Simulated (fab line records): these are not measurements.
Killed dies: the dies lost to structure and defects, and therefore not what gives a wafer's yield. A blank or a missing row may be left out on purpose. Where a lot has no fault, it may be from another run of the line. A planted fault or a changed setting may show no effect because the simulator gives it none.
One fault seen from 2 desks	flow gf180mcu	each desk has only its own numbers; what lay behind them comes last

FROM THE METROLOGY DESK
What the gauges read, lot by lot, whatever tool the lot ran on: means of the sampled wafers that have a number. Any lot whose mean is over 4 standard deviations away from the usual mean is out of limits and marked OUT; that distance is given in the brackets.
Columns: A = V1_CVD_00_THK at GF_V1_THK_MEAS_01, usual 603 nm; B = V1_CVD_02_THK at GF_V1_THK_MEAS_03, usual 848 nm; C = V1_BOW at GF_V1_BOW_MEAS_05, usual 83 um
lot	first seen here	A	B	C
L579	day 20 02:07	599	838	91
L589	day 23 23:30	607	852	85
L591	day 24 14:51	609	847	78
L592	day 24 19:11	599	863	80
L593	day 25 02:52	606	844	73
L594	day 25 14:11	598	862	77
This desk's finding: nothing out of limits on any of the 6 lots.

AT THE TOOL OWNER'S DESK: krf scanner-02
The tool's own readings at GF_V1_EXPOSE_11 (exposes mask Via1, target cd 260 nm): means of the sampled wafers that have a number, for each lot that ran on this tool. Any lot whose mean is over 4 standard deviations away from the usual mean is out of limits and marked OUT; that distance is given in the brackets.
Columns: A = reticle temp C at GF_V1_EXPOSE_11, usual 22.98 C
lot	first seen here	A
L579	day 20 14:40	22.94
L589	day 24 12:12	22.85
L591	day 25 02:05	22.99
L592	day 25 07:04	23.22
This desk's finding: nothing out of limits on any of the 4 lots.

ALL TOGETHER
Metrology desk: nothing out of limits seen.
The tool owner's desk saw nothing out of limits.

WHAT WAS PUT IN BY THE SIMULATOR
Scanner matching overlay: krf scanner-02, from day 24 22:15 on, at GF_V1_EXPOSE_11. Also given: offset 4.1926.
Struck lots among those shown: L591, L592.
